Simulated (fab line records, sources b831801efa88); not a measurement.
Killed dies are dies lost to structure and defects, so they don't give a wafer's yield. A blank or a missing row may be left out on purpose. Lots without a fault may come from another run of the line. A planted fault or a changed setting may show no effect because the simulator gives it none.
One fault seen from 2 desks | flow gf180mcu | each desk has only its own numbers; what lay behind them comes last

THE METROLOGY DESK
What the gauges read, lot by lot, whatever tool the lot ran on: means of the sampled wafers that have a number. A lot is out of limits, marked OUT, if its mean lies more than 4 standard deviations from the usual mean; the brackets give that distance.
Columns: A = HV_LDD_4_TW at GF_HV_LDD_TW_MEAS_50, usual 567; B = NSD_RS at GF_PSD_RS_MEAS_14, usual 46.21 ohm/sq; C = SAB_CVD_00_THK at GF_SAB_THK_MEAS_01, usual 50.0 nm
lot  | first seen here | A   | B     | C
L954 | day 12 08:32    | 561 | 46.22 | 50.6
L956 | day 12 22:43    | 562 | 46.02 | 50.0
L957 | day 13 07:43    | 566 | 46.32 | 50.6
L958 | day 13 15:02    | 565 | 46.29 | 50.4
L959 | day 14 01:28    | 565 | 46.22 | 49.8
L962 | day 14 22:31    | 560 | 46.34 | 49.9
L966 | day 16 08:13    | 564 | 46.26 | 53.5 (+4.7) OUT
L967 | day 16 13:01    | 577 | 46.27 | 51.7
L971 | day 17 21:25    | 565 | 46.30 | 50.3
L973 | day 18 14:35    | 576 | 46.18 | 50.3
L974 | day 19 14:10    | 564 | 46.19 | 50.1
L976 | day 19 15:28    | 564 | 46.15 | 50.5
L977 | day 20 01:47    | 563 | 46.18 | 50.7
This desk's finding: out of limits on L966; first on L966, day 18 08:17 (SAB_CVD_00_THK at GF_SAB_THK_MEAS_01). In limits: L954, L956, L957, L958, L959, L962, L967, L971, L973, L974, L976, L977.

THE TOOL OWNER'S DESK: pecvd-02
The tool's own readings at GF_SAB_CVD_00 (deposits SiO2 from TEOS, target thk 50 nm, time 4.9302 s): means of the sampled wafers that have a number, for each lot that ran on this tool. A lot is out of limits, marked OUT, if its mean lies more than 4 standard deviations from the usual mean; the brackets give that distance.
Columns: A = heater_power_w at GF_SAB_CVD_00, usual 694 W; B = rf_fwd_power_W at GF_SAB_CVD_00, usual 587.5 W
lot  | first seen here | A   | B
L957 | day 15 07:09    | 590 | 589.9
L966 | day 18 08:16    | 541 | 749.0 (+62) OUT
L967 | day 18 15:33    | 530 | 669.7 (+32) OUT
L974 | day 21 19:38    | 567 | 587.6
This desk's finding: out of limits on L966, L967; first on L966, day 18 08:16 (rf_fwd_power_W at GF_SAB_CVD_00). In limits: L957, L974.

PUT TOGETHER
The tool owner's desk could have raised an alarm at day 18 08:16, on L966, L967.
The metrology desk could have raised an alarm at day 18 08:17, on L966.
The metrology desk has L967 on record, within its limits.
Of the lots named, all ran GF_SAB_CVD_00 on pecvd-02.

WHAT THE SIMULATOR HAD PUT IN
Process parameter drift: pecvd-02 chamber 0, from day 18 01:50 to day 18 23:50, at GF_SAB_CVD_00. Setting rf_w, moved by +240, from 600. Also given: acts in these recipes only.
Lots struck among those shown: L966, L967.
Hours from the fault's start to each desk's first reading out of limits: the tool owner's desk, 6; the metrology desk, 6.
